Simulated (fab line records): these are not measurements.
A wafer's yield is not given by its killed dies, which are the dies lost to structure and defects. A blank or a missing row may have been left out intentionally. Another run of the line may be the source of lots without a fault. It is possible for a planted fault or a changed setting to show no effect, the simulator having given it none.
fab line records + flow sky130
record
- lots=13
- wafers=37
- last-day=50
route steps=708 shown VT_ADJUST_HVTP@95 VT_ADJUST_NCORE@126 GATE_OXIDE@199 POLY_GATE@231 PAD_OPEN@708
lots that met no fault: taken from a fault-free run of the same line
start-h: hours from the record's opening day to when the first of the lot's shown wafers began + wait-h: how many hours have passed since the lot's step before this one + " the same as in the row above + L1.1+2: several wafers, shown together as one row + - value missing, or start not given + * or withheld: withheld + < > ~ a bound
route shown NAME@n: NAME is a module with steps in the file, n the number in the route of the first one + usual: mean/standard deviation taken from wafers without a fault + same: alike in all rows + chamber/n: place in a boat + sites: the reading at each site + _std_site: their standard deviation + _edge_site: outer sites' mean less inner sites' + radius-mm: how far each site lies from the wafer's centre + mask NAME#n: copy n + behind: the tool/chamber that last shaped the wafer + hold: reason for holding the lot/hours on hold/outcome of the hold + device: the transistor (n, p or np) that didn't switch + end of line: the same wafers' tests at the end of the route + step lacking rows: just its recipe + killed: count of dies lost to structure and defects at first sort (not the wafer's yield) + map: per-die view of a wafer (x killed, . not killed, _ where there is no die)
set.NAME: the setting that was run; set.NAME@STEP: the one run at that earlier step + model.NAME: the simulator's own value behind a step, which no gauge read
steps of the route over a sample of lots; a table a step, a row a wafer
services: from which hour (start-h, from the record's first day; less than 0 if before it) a tool's chamber was out of use, for how many hours, and why
## steps
# step SKY_VT_ADJUST_HVTP_STRIP_10
# recipe
- chemistry=O2/N2
- power-w=1400
- pressure-mtorr=1500
- platen-temp-c=withheld
- o2-flow-sccm=3000
- n2-flow-sccm=300
- overash-fraction=0.5
# usual
- drypump-motor-current-A=6.0/0.45
- oes-product-au=0.716/0.005
- strip-time-to-endpoint-s=14.19/0.04
| lot.wafer | tool            | chamber | start-h | wait-h | drypump-motor-current-A | oes-product-au | rf-hours-counter-h | strip-time-to-endpoint-s |
|-----------|-----------------|---------|---------|--------|-------------------------|----------------|--------------------|--------------------------|
| L428.2    | plasma-asher-02 | 1       | 139.24  | 0.1    | 6.5                     | 0.719          | 42                 | 14.16                    |
| L428.4    | "               | 1       | "       | "      | 6.5                     | 0.715          | -                  | 14.18                    |
| L428.5    | "               | 0       | "       | "      | 6.1                     | 0.712          | -                  | 14.19                    |
| L431.3    | plasma-asher-04 | 1       | 151.32  | 0.1    | 6.3                     | 0.724          | -                  | 14.14                    |
| L431.5    | "               | 0       | "       | "      | 5.2                     | 0.716          | -                  | 14.21                    |
| L431.6    | "               | 1       | "       | "      | 6.3                     | 0.720          | -                  | 14.16                    |
| L432.1    | plasma-asher-02 | 1       | 154.24  | 0.1    | 6.5                     | 0.712          | 44                 | 14.23                    |
| L432.3    | "               | 0       | "       | "      | 6.1                     | 0.711          | -                  | 14.20                    |
| L432.5    | "               | 0       | "       | "      | 6.1                     | 0.723          | -                  | 14.17                    |
| L433.2    | plasma-asher-02 | 0       | 160.74  | 0.1    | 6.0                     | 0.715          | 44                 | 14.20                    |
| L433.3    | "               | 0       | "       | "      | 6.1                     | 0.715          | -                  | 14.25                    |
| L436.1    | plasma-asher-02 | 0       | 175.99  | 0.1    | 6.0                     | 0.716          | 46                 | 14.20                    |
| L436.2    | "               | 1       | "       | "      | 6.5                     | 0.714          | 46                 | 14.17                    |
| L436.3    | "               | 0       | "       | "      | 6.0                     | 0.718          | -                  | 14.17                    |
| L440.1    | plasma-asher-01 | 0       | 212.10  | 0.1    | 5.4                     | 0.714          | 52                 | 14.16                    |
| L440.2    | "               | 1       | "       | "      | 6.1                     | 0.712          | 52                 | 14.13                    |
| L440.6    | "               | 0       | "       | "      | 5.4                     | 0.717          | -                  | 14.19                    |
| L441.2    | plasma-asher-02 | 1       | 219.94  | 0.1    | 6.5                     | 0.722          | 50                 | 14.25                    |
| L441.4    | "               | 1       | "       | "      | 6.5                     | 0.714          | -                  | 14.20                    |
| L441.5    | "               | 0       | "       | "      | 6.1                     | 0.710          | -                  | 14.20                    |
| L443.1    | plasma-asher-02 | 0       | 225.34  | 0.1    | 6.0                     | 0.709          | 51                 | 14.25                    |
| L443.4    | "               | 0       | "       | "      | 6.1                     | 0.712          | -                  | 14.25                    |
| L443.6    | "               | 0       | "       | "      | 6.0                     | 0.710          | -                  | 14.22                    |
| L445.1    | plasma-asher-04 | 1       | 246.10  | 0.1    | 6.4                     | 0.715          | 44                 | 14.15                    |
| L445.3    | "               | 0       | "       | "      | 5.1                     | 0.712          | -                  | 14.15                    |
| L445.5    | "               | 0       | "       | "      | 5.1                     | 0.716          | -                  | 14.12                    |
| L447.2    | plasma-asher-01 | 1       | 255.34  | 0.1    | 6.1                     | 0.722          | 56                 | 14.21                    |
| L447.4    | "               | 0       | "       | "      | 5.4                     | 0.718          | -                  | 14.23                    |
| L447.6    | "               | 1       | "       | "      | 6.1                     | 0.714          | -                  | 14.18                    |
| L448.1    | plasma-asher-04 | 1       | 260.09  | 0.1    | 6.3                     | 0.719          | 46                 | 14.21                    |
| L448.2    | "               | 0       | "       | "      | 5.2                     | 0.714          | 46                 | 14.17                    |
| L448.4    | "               | 1       | "       | "      | 6.3                     | 0.723          | -                  | 14.21                    |
| L449.1    | plasma-asher-01 | 0       | 268.35  | 0.1    | 5.4                     | 0.716          | 57                 | 14.13                    |
| L449.2    | "               | 1       | "       | "      | 6.1                     | 0.719          | 57                 | 14.18                    |
| L449.4    | "               | 0       | "       | "      | 5.4                     | 0.713          | -                  | 14.13                    |
| L450.3    | plasma-asher-01 | 1       | 271.97  | 0.1    | 6.1                     | 0.718          | -                  | 14.20                    |
| L450.5    | "               | 1       | "       | "      | 6.1                     | 0.713          | -                  | 14.18                    |
# step SKY_VT_ADJUST_NCORE_CD_MEAS_07
# recipe
- target-cd-nm=380
# usual
- cd-nm=379.5/2.3
| lot.wafer | tool      | chamber | start-h | wait-h | cd-nm |
|-----------|-----------|---------|---------|--------|-------|
| L428.2    | cd-sem-01 | -       | 202.43  | 0.1    | 380.2 |
| L428.4    | "         | -       | "       | "      | 380.3 |
| L428.5    | "         | -       | "       | "      | 379.1 |
| L431.3    | cd-sem-02 | -       | 216.52  | 0.1    | 379.8 |
| L431.5    | "         | -       | "       | "      | 380.6 |
| L431.6    | "         | -       | "       | "      | 379.8 |
| L432.1    | cd-sem-01 | -       | 220.58  | 0.1    | 378.1 |
| L432.3    | "         | -       | "       | "      | 380.8 |
| L432.5    | "         | -       | "       | "      | 377.6 |
| L433.2    | cd-sem-01 | -       | 227.55  | 0.1    | 376.8 |
| L433.3    | "         | -       | "       | "      | 377.8 |
| L436.1    | cd-sem-01 | -       | 246.18  | 0.1    | 378.2 |
| L436.2    | "         | -       | "       | "      | 380.0 |
| L436.3    | "         | -       | "       | "      | 380.1 |
| L440.1    | cd-sem-02 | -       | 286.23  | 0.1    | 379.3 |
| L440.2    | "         | -       | "       | "      | 380.4 |
| L440.6    | "         | -       | "       | "      | 381.9 |
| L441.2    | cd-sem-02 | -       | 295.15  | 0.1    | 381.2 |
| L441.4    | "         | -       | "       | "      | 382.4 |
| L441.5    | "         | -       | "       | "      | 381.8 |
| L443.1    | cd-sem-02 | -       | 301.33  | 0.1    | 382.8 |
| L443.4    | "         | -       | "       | "      | 379.9 |
| L443.6    | "         | -       | "       | "      | 379.8 |
| L445.1    | cd-sem-02 | -       | 322.71  | 0.1    | 381.9 |
| L445.3    | "         | -       | "       | "      | 382.7 |
| L445.5    | "         | -       | "       | "      | 384.9 |
| L447.2    | cd-sem-01 | -       | 334.75  | 0.1    | 380.8 |
| L447.4    | "         | -       | "       | "      | 377.9 |
| L447.6    | "         | -       | "       | "      | 380.5 |
| L448.1    | cd-sem-01 | -       | 338.26  | 0.1    | 380.8 |
| L448.2    | "         | -       | "       | "      | 380.7 |
| L448.4    | "         | -       | "       | "      | 381.5 |
| L449.1    | cd-sem-01 | -       | 347.21  | 0.1    | 378.6 |
| L449.2    | "         | -       | "       | "      | 379.1 |
| L449.4    | "         | -       | "       | "      | 378.4 |
| L450.3    | cd-sem-02 | -       | 350.90  | 0.1    | 378.4 |
| L450.5    | "         | -       | "       | "      | 376.9 |
# step SKY_GATE_OXIDE_WET_ETCH_12
# recipe
- chemistry=dHF
- target-depth-nm=16.8
- dry=n2-spin
- target=SiO2
- dilution=100:1
- temp-c=25
- time-s=336
# usual
- bath-heat-duty-pct=6.3/0.58
- run-length-s=366/3.7
| lot.wafer | tool         | chamber | start-h | wait-h | bath-heat-duty-pct | run-length-s |
|-----------|--------------|---------|---------|--------|--------------------|--------------|
| L428.2    | wet-bench-02 | 1       | 339.05  | 0.1    | 7.2                | 361          |
| L428.4    | "            | 1       | "       | "      | 6.1                | 361          |
| L428.5    | "            | 1       | "       | "      | 6.3                | 361          |
| L431.3    | wet-bench-04 | 2       | 351.52  | 0.1    | 6.3                | 370          |
| L431.5    | "            | 2       | "       | "      | 6.0                | 370          |
| L431.6    | "            | 2       | "       | "      | 6.3                | 370          |
| L432.1    | wet-bench-04 | 0       | 359.45  | 0.1    | 6.4                | 370          |
| L432.3    | "            | 0       | "       | "      | 5.8                | 370          |
| L432.5    | "            | 0       | "       | "      | 5.5                | 370          |
| L433.2    | wet-bench-02 | 3       | 366.47  | 0.1    | 7.1                | 363          |
| L433.3    | "            | 3       | "       | "      | 5.2                | 363          |
| L436.1    | wet-bench-02 | 1       | 389.52  | 0.1    | 7.1                | 362          |
| L436.2    | "            | 1       | "       | "      | 5.4                | 362          |
| L436.3    | "            | 1       | "       | "      | 6.9                | 362          |
| L440.1    | wet-bench-02 | 1       | 435.98  | 0.1    | -                  | -            |
| L440.2    | "            | 1       | "       | "      | -                  | -            |
| L440.6    | "            | 1       | "       | "      | -                  | -            |
| L441.2    | wet-bench-03 | 2       | 444.22  | 0.1    | -                  | -            |
| L441.4    | "            | 2       | "       | "      | -                  | -            |
| L441.5    | "            | 2       | "       | "      | -                  | -            |
| L443.1    | wet-bench-03 | 2       | 453.08  | 0.1    | 5.0                | 368          |
| L443.4    | "            | 2       | "       | "      | 6.5                | 368          |
| L443.6    | "            | 2       | "       | "      | 5.3                | 368          |
| L445.1    | wet-bench-03 | 1       | 477.92  | 0.1    | 6.4                | 369          |
| L445.3    | "            | 1       | "       | "      | 5.5                | 369          |
| L445.5    | "            | 1       | "       | "      | 6.2                | 369          |
| L447.2    | wet-bench-02 | 1       | 492.10  | 0.1    | 6.5                | 369          |
| L447.4    | "            | 1       | "       | "      | 6.9                | 369          |
| L447.6    | "            | 1       | "       | "      | 6.0                | 369          |
| L448.1    | wet-bench-02 | 1       | 496.97  | 0.1    | 6.2                | 368          |
| L448.2    | "            | 1       | "       | "      | 6.4                | 368          |
| L448.4    | "            | 1       | "       | "      | 7.2                | 368          |
| L449.1    | wet-bench-04 | 2       | 506.68  | 0.1    | 6.0                | 371          |
| L449.2    | "            | 2       | "       | "      | 6.0                | 371          |
| L449.4    | "            | 2       | "       | "      | 7.2                | 371          |
| L450.3    | wet-bench-03 | 0       | 508.80  | 0.1    | 6.5                | 361          |
| L450.5    | "            | 0       | "       | "      | 5.8                | 361          |
# step SKY_POLY_GATE_ETCH_17
# recipe
- target-depth-nm=180
- stop-on=SiO2
- over-etch-frac=0.56667
- chemistry=HBr/Cl2
- target=poly-Si
- icp-w=400
- bias-w=100
- pressure-mtorr=10
- HBr_flow_sccm=150
- Cl2_flow_sccm=50
- time-s=70.5
# usual
- HBr_flow_sccm=149.9/0.43
- bias-w=100.0/0.32
- drypump-motor-current-A=5.7/0.44
- oes-product-au=0.985/0.0083
- throttle-valve-pct=33.684/0.0091
# same
- over-etch-frac=0.56667
| lot.wafer | tool      | chamber | start-h | wait-h | HBr_flow_sccm | bias-w | drypump-motor-current-A | oes-product-au | rf-hours-counter-h | throttle-valve-pct |
|-----------|-----------|---------|---------|--------|---------------|--------|-------------------------|----------------|--------------------|--------------------|
| L428.2    | rie-si-02 | 3       | 404.09  | 0.0    | 149.7         | 100.5  | 6.2                     | 0.999          | 2                  | 33.673             |
| L428.4    | "         | 2       | "       | "      | 150.0         | 99.5   | 6.0                     | 0.981          | 2                  | 33.694             |
| L428.5    | "         | 1       | "       | "      | 149.6         | 99.9   | 5.1                     | 0.974          | -                  | 33.679             |
| L431.3    | rie-si-01 | 0       | 417.58  | 0.0    | 150.5         | 100.1  | 5.6                     | 0.984          | 1                  | 33.666             |
| L431.5    | "         | 3       | "       | "      | 149.4         | 99.5   | 5.9                     | 0.991          | -                  | 33.679             |
| L431.6    | "         | 2       | "       | "      | 150.2         | 99.7   | 5.3                     | 1.000          | -                  | 33.678             |
| L432.1    | rie-si-02 | 1       | 425.82  | 0.0    | 149.7         | 99.9   | 5.1                     | 0.985          | 14                 | 33.683             |
| L432.3    | "         | 2       | "       | "      | 149.8         | 100.1  | 6.0                     | 0.996          | 3                  | 33.686             |
| L432.5    | "         | 2       | "       | "      | 149.4         | 99.9   | 6.0                     | 0.994          | -                  | 33.693             |
| L433.2    | rie-si-02 | 0       | 431.90  | 0.0    | 149.2         | 99.8   | 5.3                     | 0.983          | 6                  | 33.681             |
| L433.3    | "         | 3       | "       | "      | 150.0         | 100.9  | 6.2                     | 0.990          | 2                  | 33.683             |
| L436.1    | rie-si-02 | 1       | 460.42  | 0.0    | 150.1         | 100.1  | 5.1                     | 0.971          | 14                 | 33.677             |
| L436.2    | "         | 0       | "       | "      | 151.1         | 99.9   | 5.3                     | 0.980          | 6                  | 33.695             |
| L436.3    | "         | 2       | "       | "      | 149.8         | 100.6  | 6.0                     | 0.981          | 3                  | 33.687             |
| L443.1    | rie-si-01 | 2       | 520.55  | 0.0    | 149.7         | 99.8   | 5.3                     | 0.988          | 6                  | 33.695             |
| L443.4    | "         | 3       | "       | "      | 150.1         | 100.2  | 5.9                     | 0.984          | 3                  | 33.685             |
| L443.6    | "         | 2       | "       | "      | 149.4         | 99.7   | 5.3                     | 0.990          | -                  | 33.684             |
| L445.1    | rie-si-01 | 0       | 542.88  | 0.0    | 150.0         | 100.0  | 5.6                     | 0.982          | 1                  | 33.679             |
| L445.3    | "         | 1       | "       | "      | 151.0         | 99.9   | 6.3                     | 0.989          | 5                  | 33.676             |
| L445.5    | "         | 1       | "       | "      | 150.0         | 100.0  | 6.4                     | 0.981          | -                  | 33.676             |
| L447.2    | rie-si-01 | 1       | 558.83  | 0.0    | 150.0         | 100.1  | 6.3                     | 0.979          | 5                  | 33.673             |
| L447.4    | "         | 0       | "       | "      | 149.9         | 99.9   | 5.6                     | 0.970          | 1                  | 33.686             |
| L447.6    | "         | 3       | "       | "      | 150.7         | 100.2  | 5.9                     | 0.980          | -                  | 33.691             |
| L448.1    | rie-si-02 | 2       | 561.72  | 0.0    | 149.9         | 100.1  | 6.0                     | 0.985          | 3                  | 33.685             |
| L448.2    | "         | 1       | "       | "      | 149.4         | 100.0  | 5.1                     | 0.973          | 15                 | 33.676             |
| L448.4    | "         | 0       | "       | "      | 149.9         | 100.0  | 5.3                     | 0.977          | 7                  | 33.705             |
| L449.1    | rie-si-01 | 3       | 571.60  | 0.0    | 150.1         | 100.4  | 5.9                     | 0.990          | 3                  | 33.679             |
| L449.2    | "         | 0       | "       | "      | 149.4         | 100.3  | 5.6                     | 0.978          | 1                  | 33.669             |
| L449.4    | "         | 2       | "       | "      | 149.7         | 99.5   | 5.3                     | 0.978          | 6                  | 33.689             |
| L450.3    | rie-si-02 | 2       | 573.15  | 0.0    | 150.6         | 100.3  | 6.0                     | 0.992          | 3                  | 33.675             |
| L450.5    | "         | 1       | "       | "      | 150.0         | 100.3  | 5.1                     | 0.980          | -                  | 33.698             |
# step SKY_PAD_OPEN_PROBE_99
# usual
- killed_at_M0_to_M3=44/6.3
- killed_at_M4_up=3.1/1.8
- killed-at-contacts=25/5.1
- killed-at-front-end=15/4.1
- killed-at-other=0.3/0.71
- killed-dies=87/8.8
- killed-on-rim=17/3.7
- killed-open=47/6.8
- killed-short=40/6.7
# same
- gross-dies=492
- killed-at-back-side=0
| lot.wafer | tool      | chamber | start-h | wait-h | killed_at_M0_to_M3 | killed_at_M4_up | killed-at-contacts | killed-at-front-end | killed-at-other | killed-dies | killed-on-rim | killed-open | killed-short |
|-----------|-----------|---------|---------|--------|--------------------|-----------------|--------------------|---------------------|-----------------|-------------|---------------|-------------|--------------|
| L440.1    | prober-01 | -       | 1162.98 | 0.1    | 50                 | 8               | 30                 | 403                 | 1               | 492         | 96            | 42          | 61           |
| L440.2    | prober-01 | -       | 1163.03 | 0.1    | 41                 | 4               | 36                 | 411                 | 0               | 492         | 96            | 46          | 45           |
| L440.6    | prober-01 | -       | 1163.23 | 0.2    | 53                 | 2               | 24                 | 412                 | 1               | 492         | 96            | 53          | 38           |
| L441.2    | prober-02 | -       | 1166.53 | 0.1    | 50                 | 1               | 27                 | 414                 | 0               | 492         | 96            | 52          | 41           |
| L441.4    | prober-02 | -       | 1166.63 | 0.2    | 48                 | 7               | 31                 | 406                 | 0               | 492         | 96            | 53          | 46           |
| L441.5    | prober-02 | -       | 1166.68 | 0.2    | 43                 | 8               | 21                 | 420                 | 0               | 492         | 96            | 49          | 39           |
# killed by level:class
L440.1 GATE_OXIDE:area-etch=389 VIA1:geometric-particle:open=11 CONTACT:geometric-particle:short=10 LOCAL_INTERCONNECT:geometric-particle:short=7 VIA3:geometric-particle:open=7 CONTACT:geometric-particle:open=7 VIA2:geometric-particle:open=7 METAL4:geometric-particle:short=7
L440.2 GATE_OXIDE:area-etch=401 LI_CONTACT:geometric-particle:open=10 VIA1:geometric-particle:open=9 LOCAL_INTERCONNECT:geometric-particle:short=8 CONTACT:geometric-particle:open=7 CONTACT:geometric-particle:short=6 METAL1:geometric-particle:short=6 VIA2:geometric-particle:short=6
L440.6 GATE_OXIDE:area-etch=401 VIA1:geometric-particle:open=10 CONTACT:geometric-particle:open=10 VIA2:geometric-particle:open=9 METAL1:geometric-particle:short=8 LI_CONTACT:geometric-particle:open=5 METAL2:geometric-particle:short=5 VIA3:geometric-particle:open=5
L441.2 GATE_OXIDE:area-etch=399 CONTACT:geometric-particle:open=15 VIA2:geometric-particle:open=8 VIA1:geometric-particle:open=8 VIA1:geometric-particle:short=7 FIELD_ISO:geometric-particle:short=6 VIA3:geometric-particle:open=6 METAL2:geometric-particle:short=5
L441.4 GATE_OXIDE:area-etch=393 LI_CONTACT:geometric-particle:open=13 CONTACT:geometric-particle:open=9 VIA1:geometric-particle:short=8 VIA1:geometric-particle:open=8 VIA2:geometric-particle:open=7 SONOS_ONO:geometric-particle:short=5 METAL2:geometric-particle:short=5
L441.5 GATE_OXIDE:area-etch=404 CONTACT:geometric-particle:open=14 VIA1:geometric-particle:open=13 VIA3:geometric-particle:open=8 VIA1:geometric-particle:short=8 METAL4:geometric-particle:short=7 FIELD_ISO:geometric-particle:open=5 FIELD_ISO:geometric-particle:short=5
## services
| tool            | chamber | start-h | hours | kind   |
|-----------------|---------|---------|-------|--------|
| rie-si-02       | 0       | 120.27  | 7.1   | repair |
| wet-bench-02    | -       | 122.28  | 4.4   | pm     |
| rie-si-01       | -       | 158.56  | 2.8   | pm     |
| rie-si-01       | 3       | 168.93  | 23.4  | repair |
| plasma-asher-01 | -       | 177.35  | 10.0  | pm     |
| rie-si-01       | 2       | 181.80  | 18.1  | repair |
| plasma-asher-02 | -       | 197.57  | 2.1   | repair |
| rie-si-01       | 2       | 218.87  | 1.6   | repair |
| rie-si-01       | 0       | 224.63  | 3.7   | repair |
| rie-si-02       | -       | 242.06  | 2.8   | pm     |
| rie-si-01       | 0       | 271.60  | 1.3   | repair |
| plasma-asher-02 | -       | 282.99  | 2.3   | repair |
| rie-si-02       | 1       | 293.53  | 4.5   | repair |
| plasma-asher-02 | -       | 337.53  | 2.8   | pm     |
| rie-si-02       | 1       | 369.42  | 6.9   | repair |
| plasma-asher-02 | -       | 377.05  | 8.5   | repair |
| plasma-asher-01 | -       | 381.87  | 3.7   | repair |
| rie-si-02       | 1       | 412.65  | 8.8   | repair |
| plasma-asher-01 | -       | 421.25  | 9.0   | pm     |
| rie-si-01       | 3       | 501.52  | 3.5   | repair |
| plasma-asher-04 | -       | 502.36  | 1.1   | repair |
| rie-si-02       | -       | 523.73  | 0.3   | repair |
| plasma-asher-02 | -       | 536.80  | 28.1  | pm     |
| wet-bench-02    | -       | 570.19  | 0.9   | repair |
## key
first-sign
- step=SKY_GATE_OXIDE_WET_ETCH_12
- reading=tool-record
- direction=missing
effect
- step=SKY_PAD_OPEN_PROBE_99
- reading=killed-at-front-end
- direction=up
- sigmas=97
- usual=15
- struck=411
more-kills-born-at
- SKY_GATE_OXIDE_WET_ETCH_12@wet-bench-03=1196
- SKY_GATE_OXIDE_WET_ETCH_12@wet-bench-02=1191
met-at SKY_GATE_OXIDE_WET_ETCH_12
struck-lots L440,L441
later-rows-left-out L440.1,L440.2,L440.6,L441.2,L441.4,L441.5
tester-left-out L440,L441
not-acting-at SKY_VT_ADJUST_HVTP_STRIP_10,SKY_VT_ADJUST_NCORE_CD_MEAS_07,SKY_POLY_GATE_ETCH_17
onset-between 389.52 435.98
fault
- kind=skipped-step-whole
- tool=wet-bench-02,wet-bench-03
- chamber=-
- onset-h=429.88
- steps=SKY_GATE_OXIDE_WET_ETCH_12
- scope=struck-lots-only
# tester-left-out: of these lots the tester's yield and bins aren't shown, on N5 and GAA mostly nor the transistor test; their killed dies are dies lost to structure and defects alone, not to doping, threshold or leakage, so they don't give the yield
# later-rows-left-out: the simulator's readings of these wafers behind a module that went badly wrong aren't trusted and aren't shown, but for the sort
